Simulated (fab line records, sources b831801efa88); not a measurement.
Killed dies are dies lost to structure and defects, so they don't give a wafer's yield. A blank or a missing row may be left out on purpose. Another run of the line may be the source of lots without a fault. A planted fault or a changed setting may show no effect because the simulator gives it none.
Split-lot study    flow sky130    on a route of 708 steps: 5 lots, 23 wafers read

## ON THE SPLIT
At SKY_CONTACT_COAT_09 (resist thk 450 nm), the setting resistThkNm was moved away from the recipe's 450 nm on 6 of the 23 wafers read, by -3.6% to -2.1%. The other wafers ran this setting at the recipe's value.

## FROM THE SPLIT TO THE READING: what the file shows between them, 4 steps
- SKY_CONTACT_SOFTBAKE_10: time 90 s
- SKY_CONTACT_EXPOSE_11: exposes mask CTM1, target cd 170 nm
- SKY_CONTACT_ETCH_16: etches BARC in N2/H2, stops on SiO2, time 45.9 s, target depth 60 nm
- SKY_CONTACT_ETCH_17: etches SiO2 in C4F8/O2/Ar, stops on Si3N4, target depth 340 nm

## THE READING
KrF-thick_of_CONTACT_COAT_09.thkNm (the simulator's own value, which no gauge read), in nm, at SKY_CONTACT_ETCH_18 (etches Si3N4 in CHF3/O2, stops on TiN, time 39 s, target depth 75 nm). The file gives no usual value for it. Average 244.4 nm, standard deviation 3 nm, over the 17 wafers here run with the recipe.

wafer   tool, chamber at the split  resistThkNm as run, nm  against the recipe  KrF-thick_of_CONTACT_COAT_09.thkNm, nm  against lot-mates on the recipe
L075.1  lithoTrack-01, 0            450                     recipe              238.1                                   -
L075.2  lithoTrack-01, 0            450                     recipe              245.7                                   -
L075.5  lithoTrack-01, 0            450                     recipe              243.4                                   -
L076.1  lithoTrack-04, 0            450                     recipe              245.5                                   -
L076.3  lithoTrack-04, 0            450                     recipe              248.4                                   -
L076.4  lithoTrack-04, 0            450                     recipe              247.6                                   -
L076.5  lithoTrack-04, 0            450                     recipe              243.1                                   -
L076.6  lithoTrack-04, 0            450                     recipe              249.1                                   -
L077.1  lithoTrack-01, 0            450                     recipe              244.9                                   -
L077.2  lithoTrack-01, 0            450                     recipe              239.9                                   -
L077.3  lithoTrack-01, 0            450                     recipe              243                                     -
L077.5  lithoTrack-01, 0            450                     recipe              245.5                                   -
L077.6  lithoTrack-01, 0            450                     recipe              239.5                                   -
L082.1  lithoTrack-03, 0            450                     recipe              244.3                                   -
L082.2  lithoTrack-03, 0            433.7                   -3.6%               226.1                                   -18.5
L082.4  lithoTrack-03, 0            433.7                   -3.6%               229.2                                   -15.4
L082.5  lithoTrack-03, 0            450                     recipe              244.9                                   -
L082.6  lithoTrack-03, 0            433.7                   -3.6%               228.2                                   -16.4
L083.1  lithoTrack-04, 0            440.4                   -2.1%               238.5                                   -7.8
L083.3  lithoTrack-04, 0            450                     recipe              246.6                                   -
L083.4  lithoTrack-04, 0            440.4                   -2.1%               237.7                                   -8.7
L083.5  lithoTrack-04, 0            440.4                   -2.1%               240                                     -6.3
L083.6  lithoTrack-04, 0            450                     recipe              246.1                                   -

FIT RESULTS
A straight line over all 23 wafers: KrF-thick_of_CONTACT_COAT_09.thkNm changes by +4.17 nm for each +1% of resistThkNm; r = +0.88; the points scatter about the line by 3 nm.
The same after taking each lot's own level away (the mean of its wafers on the recipe; 23 wafers): +4.39 nm for each +1%; r = +0.94; scatter 2.2 nm.
That fit puts the effect of the largest move of resistThkNm on the reading at 16 nm.
Measured against the standard deviation above, the lots' own levels, which go from 242.40 to 246.74 nm, span 1.5 times it.
So the lot-to-lot level changes the slope little: the two slopes agree.
Check: with one of the wafers moved furthest among these (-3.6%) left out of the fit, the line predicts -14.9 nm for it against its lot-mates. It came out at -18.5 nm against them.

## THE WHOLE CHAIN: every reading that the file lists as answering this split, in the file's order
step                  what it does                                                          reading                                                                              change (the file's fit)               r (the file's)
SKY_CONTACT_COAT_09   resist thk 450 nm                                                     KrF-thick_of_CONTACT_COAT_09.thkNm (the simulator's own value, which no gauge read)  +4.61 nm for each +1% of the setting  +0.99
SKY_CONTACT_ETCH_17   etches SiO2 in C4F8/O2/Ar, stops on Si3N4, target depth 340 nm        KrF-thick_of_CONTACT_COAT_09.thkNm (the simulator's own value, which no gauge read)  +4.54 nm for each +1% of the setting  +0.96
SKY_CONTACT_ETCH_18   etches Si3N4 in CHF3/O2, stops on TiN, time 39 s, target depth 75 nm  KrF-thick_of_CONTACT_COAT_09.thkNm (the simulator's own value, which no gauge read)  +4.37 nm for each +1% of the setting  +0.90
SKY_CONTACT_STRIP_19  strips in O2/N2                                                       stripTimeToEndpointS                                                                 withheld for each +1% of the setting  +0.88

## THE FILE'S OWN FIT
KrF-thick_of_CONTACT_COAT_09.thkNm changes by +4.37 nm for each +1% of resistThkNm, r = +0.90.
